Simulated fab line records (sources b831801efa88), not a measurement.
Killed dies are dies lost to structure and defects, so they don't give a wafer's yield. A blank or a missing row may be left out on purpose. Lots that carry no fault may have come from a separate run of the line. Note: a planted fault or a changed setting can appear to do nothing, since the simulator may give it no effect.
Lot-split experiment :: flow sky130 :: 5 lots, 23 wafers read, on a route of 708 steps

## ABOUT THE SPLIT
At SKY_SD_N_IMPLANT_09, the setting energy_kev was moved away from the recipe's 50 on 8 of the 23 wafers read, by -5.7% to +5.4%. This setting was run at the recipe's value on the other wafers.

## FROM THE SPLIT TO THE READING: what the file shows between them, 5 steps
- SKY_SD_N_IMPLANT_10
- SKY_SD_N_STRIP_11: strips in O2/N2
- SKY_SD_N_TW_MEAS_12
- SKY_SD_N_CLEAN_13: cleans in SC1/SC2, time 150 s
- SKY_SD_N_RTA_14: time 2 s

## THE READING
SD_N_RS, in ohm/sq, at SKY_SD_N_RS_MEAS_16 (measures by four-point-probe). Fault-free wafers of this fab line usually give 68.50 ohm/sq, standard deviation 0.12 ohm/sq.

wafer: L074.1
tool, chamber at the split: implanter-02, 0
energy_kev as run: 52.72
against the recipe: +5.4%
SD_N_RS, ohm/sq: 66.59
against lot-mates on the recipe: -1.87

wafer: L074.3
tool, chamber at the split: implanter-02, 0
energy_kev as run: 50
against the recipe: recipe
SD_N_RS, ohm/sq: 68.40
against lot-mates on the recipe: -

wafer: L074.4
tool, chamber at the split: implanter-02, 0
energy_kev as run: 50
against the recipe: recipe
SD_N_RS, ohm/sq: 68.44
against lot-mates on the recipe: -

wafer: L074.5
tool, chamber at the split: implanter-02, 0
energy_kev as run: 50
against the recipe: recipe
SD_N_RS, ohm/sq: 68.53
against lot-mates on the recipe: -

wafer: L074.6
tool, chamber at the split: implanter-02, 0
energy_kev as run: 52.72
against the recipe: +5.4%
SD_N_RS, ohm/sq: 66.55
against lot-mates on the recipe: -1.91

wafer: L075.1
tool, chamber at the split: implanter-04, 0
energy_kev as run: 50
against the recipe: recipe
SD_N_RS, ohm/sq: 68.60
against lot-mates on the recipe: -

wafer: L075.3
tool, chamber at the split: implanter-04, 0
energy_kev as run: 50
against the recipe: recipe
SD_N_RS, ohm/sq: 68.56
against lot-mates on the recipe: -

wafer: L075.4
tool, chamber at the split: implanter-04, 0
energy_kev as run: 50
against the recipe: recipe
SD_N_RS, ohm/sq: 68.53
against lot-mates on the recipe: -

wafer: L079.1
tool, chamber at the split: implanter-01, 0
energy_kev as run: 50
against the recipe: recipe
SD_N_RS, ohm/sq: 68.48
against lot-mates on the recipe: -

wafer: L079.2
tool, chamber at the split: implanter-01, 0
energy_kev as run: 47.14
against the recipe: -5.7%
SD_N_RS, ohm/sq: 70.42
against lot-mates on the recipe: +1.90

wafer: L079.4
tool, chamber at the split: implanter-01, 0
energy_kev as run: 50
against the recipe: recipe
SD_N_RS, ohm/sq: 68.66
against lot-mates on the recipe: -

wafer: L079.5
tool, chamber at the split: implanter-01, 0
energy_kev as run: 50
against the recipe: recipe
SD_N_RS, ohm/sq: 68.42
against lot-mates on the recipe: -

wafer: L079.6
tool, chamber at the split: implanter-01, 0
energy_kev as run: 47.14
against the recipe: -5.7%
SD_N_RS, ohm/sq: 70.50
against lot-mates on the recipe: +1.98

wafer: L082.2
tool, chamber at the split: implanter-04, 0
energy_kev as run: 50.98
against the recipe: +2.0%
SD_N_RS, ohm/sq: 67.79
against lot-mates on the recipe: -0.59

wafer: L082.3
tool, chamber at the split: implanter-04, 0
energy_kev as run: 50
against the recipe: recipe
SD_N_RS, ohm/sq: 68.46
against lot-mates on the recipe: -

wafer: L082.4
tool, chamber at the split: implanter-04, 0
energy_kev as run: 50
against the recipe: recipe
SD_N_RS, ohm/sq: 68.39
against lot-mates on the recipe: -

wafer: L082.5
tool, chamber at the split: implanter-04, 0
energy_kev as run: 50
against the recipe: recipe
SD_N_RS, ohm/sq: 68.29
against lot-mates on the recipe: -

wafer: L082.6
tool, chamber at the split: implanter-04, 0
energy_kev as run: 50.98
against the recipe: +2.0%
SD_N_RS, ohm/sq: 67.72
against lot-mates on the recipe: -0.66

wafer: L084.1
tool, chamber at the split: implanter-04, 0
energy_kev as run: 50
against the recipe: recipe
SD_N_RS, ohm/sq: 68.51
against lot-mates on the recipe: -

wafer: L084.2
tool, chamber at the split: implanter-04, 0
energy_kev as run: 50
against the recipe: recipe
SD_N_RS, ohm/sq: 68.35
against lot-mates on the recipe: -

wafer: L084.3
tool, chamber at the split: implanter-04, 0
energy_kev as run: 50
against the recipe: recipe
SD_N_RS, ohm/sq: 68.47
against lot-mates on the recipe: -

wafer: L084.5
tool, chamber at the split: implanter-04, 0
energy_kev as run: 52.62
against the recipe: +5.2%
SD_N_RS, ohm/sq: 66.66
against lot-mates on the recipe: -1.78

wafer: L084.6
tool, chamber at the split: implanter-04, 0
energy_kev as run: 52.62
against the recipe: +5.2%
SD_N_RS, ohm/sq: 66.71
against lot-mates on the recipe: -1.73

FIT RESULTS
A straight line over all 23 wafers: SD_N_RS changes by -0.347 ohm/sq for each +1% of energy_kev; r = -1.00; the points scatter about the line by 0.083 ohm/sq.
The same after taking each lot's own level away (the mean of its wafers on the recipe; 23 wafers): -0.34 ohm/sq for each +1%; r = -1.00; scatter 0.064 ohm/sq.
On that fit, the largest move of energy_kev shifts the reading by 1.9 ohm/sq.
The span of the lots' own levels, 68.380 to 68.563 ohm/sq, comes to 1.5 times the standard deviation stated above.
The two slopes agree, so the slope changes little with the lot-to-lot level.
Check: with one of the wafers moved furthest among these (-5.7%) left out of the fit, the line predicts +1.96 ohm/sq for it against its lot-mates. It came out at +1.9 ohm/sq against them.

## THE WHOLE CHAIN: every reading that the file lists as answering this split, in the file's order
step: SKY_SD_N_IMPLANT_09
what it does: 
reading: implant.rp_nm (the simulator's own value, which no gauge read)
change (the file's fit): +0.266 nm for each +1% of the setting
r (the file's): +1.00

step: SKY_SD_N_IMPLANT_09
what it does: 
reading: implant.drp_nm (the simulator's own value, which no gauge read)
change (the file's fit): +0.106 nm for each +1% of the setting
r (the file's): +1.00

step: SKY_SD_N_STRIP_11
what it does: strips in O2/N2
reading: strip_time_to_endpoint_s
change (the file's fit): withheld for each +1% of the setting
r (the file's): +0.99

step: SKY_SD_N_TW_MEAS_12
what it does: 
reading: SD_N_TW
change (the file's fit): +9.34 for each +1% of the setting
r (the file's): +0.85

step: SKY_SD_N_RS_MEAS_16
what it does: measures by four-point-probe
reading: SD_N_RS
change (the file's fit): -0.34 for each +1% of the setting
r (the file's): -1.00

## THE FILE'S OWN FIT
SD_N_RS changes by -0.34 ohm/sq for each +1% of energy_kev, r = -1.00.
